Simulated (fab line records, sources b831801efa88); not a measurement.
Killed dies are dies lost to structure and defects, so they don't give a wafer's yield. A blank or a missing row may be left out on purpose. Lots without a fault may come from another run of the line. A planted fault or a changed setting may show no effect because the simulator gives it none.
fab line records | flow sky130
record lots=14 wafers=42 last_day=49
route steps=708 shown SONOS_ONO@173 POLY_GATE@228 LDD_P@262 METAL3@560
lots that met no fault: from a run of the same line without faults
start_h: hours from the record's first day to the start of the lot's first wafer shown | wait_h: hours since the lot's step before | " the same as in the row above | L1.1+2: a row that stands for several wafers | - no value, or no start given | * or withheld: withheld | < > ~ a bound
route shown NAME@n: a module of which the file shows steps, and the number in the route of the first | usual: mean/standard deviation of fault-free wafers | same: alike in all rows | chamber/n: place in a boat | sites: the reading at each site | _std_site: their standard deviation | _edge_site: outer sites' mean less inner sites' | radius_mm: how far each site lies from the wafer's centre | mask NAME#n: copy n | behind: the tool/chamber that last shaped the wafer | hold: why the lot was held/for how many hours/how that ended | device: the transistor (n, p or np) that didn't switch | end of line: the same wafers' tests at the end of the route | a step without rows: its recipe alone | killed: dies lost to structure and defects at the first sort, not the wafer's yield | map: a wafer's dies, x killed, . not, _ none there
set.NAME: the setting as run; set.NAME@STEP: as run at that earlier step | model.NAME: the simulator's own value behind a step, which no gauge read
steps of the route over a sample of lots; a table a step, a row a wafer
services: from which hour (start_h, from the record's first day; less than 0 if before it) a tool's chamber was out of use, for how many hours, and why
## steps
# step SKY_SONOS_ONO_THK_MEAS_05
# recipe reads=SiO2_of_SONOS_ONO_CVD_04
# usual SONOS_ONO_CVD_04_THK=5.70/0.1
# columns lot.wafer tool chamber start_h wait_h SONOS_ONO_CVD_04_THK[nm]
L905.3 film_metro-02 - 259.05 0.0 5.53
L905.4 " - " " 5.45
L905.6 " - " " 5.53
L906.1 film_metro-04 - 261.10 0.0 5.71
L906.4 " - " " 5.72
L906.5 " - " " 5.77
L907.1 film_metro-04 - 267.31 0.0 5.73
L907.3 " - " " 5.76
L907.5 " - " " 5.78
L908.1 film_metro-02 - 279.43 0.0 5.73
L908.2 " - " " 5.73
L908.5 " - " " 5.79
L909.1 film_metro-02 - 287.40 0.0 5.82
L909.3 " - " " 5.87
L909.5 " - " " 5.79
L910.1 film_metro-01 - 293.93 0.0 5.57
L910.3 " - " " 5.56
L910.4 " - " " 5.65
L913.2 film_metro-01 - 317.26 0.0 5.74
L913.3 " - " " 5.70
L913.4 " - " " 5.76
L914.1 film_metro-01 - 323.14 0.0 5.67
L914.4 " - " " 5.67
L914.6 " - " " 5.58
L916.1 film_metro-04 - 339.32 0.0 5.74
L916.3 " - " " 5.66
L916.6 " - " " 5.78
L917.3 film_metro-01 - 348.23 0.0 5.91
L917.4 " - " " 5.81
L917.5 " - " " 5.89
L919.2 film_metro-04 - 359.26 0.0 5.62
L919.3 " - " " 5.61
L919.6 " - " " 5.67
L922.3 film_metro-02 - 388.20 0.0 5.65
L922.4 " - " " 5.66
L922.6 " - " " 5.72
L923.2 film_metro-01 - 397.21 0.0 5.63
L923.4 " - " " 5.72
L923.5 " - " " 5.62
L925.1 film_metro-01 - 412.39 0.0 5.86
L925.3 " - " " 5.75
L925.6 " - " " 5.92
# step SKY_POLY_GATE_OVL_MEAS_14
# usual POLY_GATE_OVL=3/4.5
# columns lot.wafer tool chamber start_h wait_h POLY_GATE_OVL[nm]
L905.3 overlay-02 - 370.52 0.1 1
L905.4 " - " " -3
L905.6 " - " " 4
L906.1 overlay-01 - 376.36 0.1 4
L906.4 " - " " 7
L906.5 " - " " 5
L907.1 overlay-02 - 382.41 0.1 -1
L907.3 " - " " -5
L907.5 " - " " -2
L908.1 overlay-02 - 395.57 0.1 -5
L908.2 " - " " 2
L908.5 " - " " -1
L909.1 overlay-02 - 404.56 0.1 4
L909.3 " - " " 4
L909.5 " - " " -5
L910.1 overlay-01 - 412.11 0.1 3
L910.3 " - " " 5
L910.4 " - " " 3
L913.2 overlay-01 - 443.07 0.1 7
L913.3 " - " " 3
L913.4 " - " " 7
L914.1 overlay-01 - 446.72 0.1 -4
L914.4 " - " " -7
L914.6 " - " " -2
L916.1 overlay-02 - 467.56 0.1 -1
L916.3 " - " " -1
L916.6 " - " " -4
L917.3 overlay-02 - 477.62 0.1 7
L917.4 " - " " 8
L917.5 " - " " 13
L919.2 overlay-01 - 489.17 0.1 -5
L919.3 " - " " -5
L919.6 " - " " -1
L922.3 overlay-02 - 518.12 0.1 12
L922.4 " - " " 13
L922.6 " - " " 5
L923.2 overlay-02 - 528.57 0.1 -2
L923.4 " - " " 4
L923.5 " - " " 1
L925.1 overlay-02 - 540.82 0.1 3
L925.3 " - " " 0
L925.6 " - " " -2
# step SKY_LDD_P_CD_MEAS_07
# recipe target_cd_nm=380
# usual cd_nm=379.7/2.5
# columns lot.wafer tool chamber start_h wait_h cd_nm
L905.3 cd_sem-01 - 432.37 0.1 377.8
L905.4 " - " " 377.4
L905.6 " - " " 377.2
L906.1 cd_sem-02 - 439.68 0.1 380.8
L906.4 " - " " 380.8
L906.5 " - " " 381.4
L907.1 cd_sem-01 - 445.75 0.1 383.0
L907.3 " - " " 382.7
L907.5 " - " " 380.7
L908.1 cd_sem-02 - 460.35 0.1 379.5
L908.2 " - " " 381.1
L908.5 " - " " 379.9
L909.1 cd_sem-02 - 467.74 0.1 381.8
L909.3 " - " " 381.6
L909.5 " - " " 382.8
L910.1 cd_sem-01 - 478.94 0.1 378.4
L910.3 " - " " 379.5
L910.4 " - " " 374.6
L913.2 cd_sem-02 - 507.66 0.1 377.6
L913.3 " - " " 374.7
L913.4 " - " " 376.5
L914.1 cd_sem-01 - 511.95 0.1 382.2
L914.4 " - " " 383.0
L914.6 " - " " 385.2
L916.1 cd_sem-01 - 533.10 0.1 381.0
L916.3 " - " " 378.3
L916.6 " - " " 378.3
L917.3 cd_sem-01 - 540.89 0.1 376.8
L917.4 " - " " 376.1
L917.5 " - " " 377.7
L919.2 cd_sem-02 - 552.27 0.1 382.9
L919.3 " - " " 380.3
L919.6 " - " " 384.6
L922.3 cd_sem-01 - 580.29 0.1 379.2
L922.4 " - " " 377.2
L922.6 " - " " 375.4
L923.2 cd_sem-01 - 590.65 0.1 379.9
L923.4 " - " " 379.2
L923.5 " - " " 379.8
L925.1 cd_sem-01 - 602.91 0.2 382.7
L925.3 " - " " 382.8
L925.6 " - " " 383.7
# step SKY_METAL3_EXPOSE_10
# recipe mask_id=MM3 na=0.68 source_shape=annular sigma_inner=0.4 sigma_outer=0.8 target_cd_nm=300 dose_mj=28
# columns lot.wafer tool chamber start_h wait_h mask
L905.3+4+6 krf_scanner-01 0 887.53 - MM3#0
L906.1+4+5 krf_scanner-01 0 892.40 - MM3#0
L907.1+3+5 krf_scanner-01 0 898.45 - MM3#0
L908.1+2+5 krf_scanner-02 0 908.51 - MM3#0
L909.1+3+5 krf_scanner-01 0 916.78 - MM3#0
L910.1+3+4 krf_scanner-01 0 927.29 - MM3#0
L913.2+3+4 krf_scanner-01 0 949.63 - MM3#0
L914.1+4+6 krf_scanner-01 0 950.94 - MM3#0
L916.1+3+6 krf_scanner-01 0 967.68 - MM3#0
L917.3+4+5 krf_scanner-02 0 975.62 - MM3#0
L919.2+3+6 krf_scanner-01 0 983.16 - MM3#0
L922.3+4+6 krf_scanner-01 0 1004.95 - MM3#0
L923.2+4+5 krf_scanner-01 0 1012.06 - MM3#0
L925.1+3+6 krf_scanner-02 0 1023.45 - MM3#0
# step SKY_METAL3_CD_MEAS_13
# recipe target_cd_nm=300
# usual cd_nm=300.4/1.4
# columns lot.wafer tool chamber start_h wait_h cd_nm
L905.3 cd_sem-02 - 900.38 - 299.5
L905.4 " - " " 300.8
L905.6 " - " " 298.4
L906.1 cd_sem-01 - 903.96 - 301.1
L906.4 " - " " 299.8
L906.5 " - " " 300.5
L907.1 cd_sem-01 - 910.45 - 301.9
L907.3 " - " " 300.1
L907.5 " - " " 301.2
L908.1 cd_sem-01 - 920.99 - 300.8
L908.2 " - " " 300.6
L908.5 " - " " 301.0
L909.1 cd_sem-01 - 928.80 - 301.8
L909.3 " - " " 302.9
L909.5 " - " " 301.7
L910.1 cd_sem-01 - 939.39 - 304.3
L910.3 " - " " 303.4
L910.4 " - " " 302.4
L913.2 cd_sem-01 - 961.46 - 299.8
L913.3 " - " " 300.3
L913.4 " - " " 299.0
L914.1 cd_sem-01 - 962.30 - 298.9
L914.4 " - " " 299.0
L914.6 " - " " 296.6
L916.1 cd_sem-02 - 979.09 - 302.4
L916.3 " - " " 302.2
L916.6 " - " " 301.6
L917.3 cd_sem-01 - 987.53 - 301.6
L917.4 " - " " 300.7
L917.5 " - " " 301.5
L919.2 cd_sem-01 - 995.16 - 297.9
L919.3 " - " " 297.5
L919.6 " - " " 297.8
L922.3 cd_sem-01 - 1015.83 - 300.5
L922.4 " - " " 300.0
L922.6 " - " " 243.2
L923.2 cd_sem-02 - 1023.76 - 244.0
L923.4 " - " " 301.7
L923.5 " - " " 301.0
L925.1 cd_sem-02 - 1034.55 - 300.6
L925.3 " - " " 301.2
L925.6 " - " " 300.0
## services
# columns tool chamber start_h hours kind
krf_scanner-01 - 868.89 1.3 pm
krf_scanner-01 - 891.17 0.8 pm
krf_scanner-01 - 905.83 1.0 pm
krf_scanner-02 - 939.95 1.0 pm
krf_scanner-01 - 964.85 0.4 repair
krf_scanner-01 - 989.36 0.8 pm
krf_scanner-02 - 998.38 0.2 repair
krf_scanner-02 - 1008.79 0.8 pm
## key
first_sign step=SKY_METAL3_CD_MEAS_13 reading=cd_nm direction=down sigmas=41 usual=300.4 struck=243.6
effect none on later readings
met_at SKY_METAL3_EXPOSE_10
struck_lots L922,L923
struck_wafers L922.6,L923.2
later_rows_left_out L922.6,L923.2
sort_left_out L922.6,L923.2
not_acting_at SKY_SONOS_ONO_THK_MEAS_05,SKY_POLY_GATE_OVL_MEAS_14,SKY_LDD_P_CD_MEAS_07
onset_between 983.16 1004.95
fault kind=process_parameter_drift tool=krf_scanner-01 chamber=- onset_h=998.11 steps=SKY_METAL3_EXPOSE_10 channel=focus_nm offset=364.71 shape=step end_h=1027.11 scope=struck_wafers_only
# sort_left_out: the simulated sort isn't trusted on such a fault, so these wafers' sort isn't shown, and their yield isn't known
# later_rows_left_out: the simulator's readings of these wafers behind a module that went badly wrong aren't trusted and aren't shown, but for the sort
